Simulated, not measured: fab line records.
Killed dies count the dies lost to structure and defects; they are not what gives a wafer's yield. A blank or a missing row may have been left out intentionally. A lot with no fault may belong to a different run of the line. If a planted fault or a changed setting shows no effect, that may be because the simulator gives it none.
Which tool is to blame? -- flow sky130 -- 7 lots (21 wafers sampled), 1 step of a 708-step route

## WHAT EACH GAUGE READ, for each wafer
SKY_CAP2M_OVL_MEAS_12.
lot,measured,on,CAP2M_OVL (nm)
L832,day 40 23:02,overlay-02,0.6 -0.4 0.6
L835,day 42 04:14,overlay-01,2.5 2.5 4.4
L838,day 43 07:05,overlay-02,0.4 -0.1 0.6
L840,day 43 09:11,overlay-02,0.5 -1.5 -1.0
L848,day 45 18:29,overlay-02,-1.3 -2.2 -0.7
L852,day 46 10:53,overlay-02,-1.2 -0.1 0.3
L854,day 47 03:53,overlay-01,1.7 1.6 2.0

## TOOL THAT RAN EACH LOT (tool first, then ch and the chambers of the sampled wafers, then the start)
Record: no process step prior to these readings.

## THE ANSWER, worked out from the rows above alone
Rule: the lots themselves supply what counts as usual. The widest of any qualifying gaps counts: lots, ordered by their means at a reading, are off when they make up no more than a third of the lots, leave a main group of 4 or more, and stand apart from it by 3 or more times the standard deviation of that group's means. The tables above print the reading to a certain number of digits; a main group whose means all agree to those digits is not used. A lot without any number at a reading at which 4 lots or more have one is off too. Any other lot the step has rows for is counted as sound.
Across all readings shown, no lot is off: no conclusion can be drawn from this.

## WHAT THE SIMULATOR HAD PUT IN
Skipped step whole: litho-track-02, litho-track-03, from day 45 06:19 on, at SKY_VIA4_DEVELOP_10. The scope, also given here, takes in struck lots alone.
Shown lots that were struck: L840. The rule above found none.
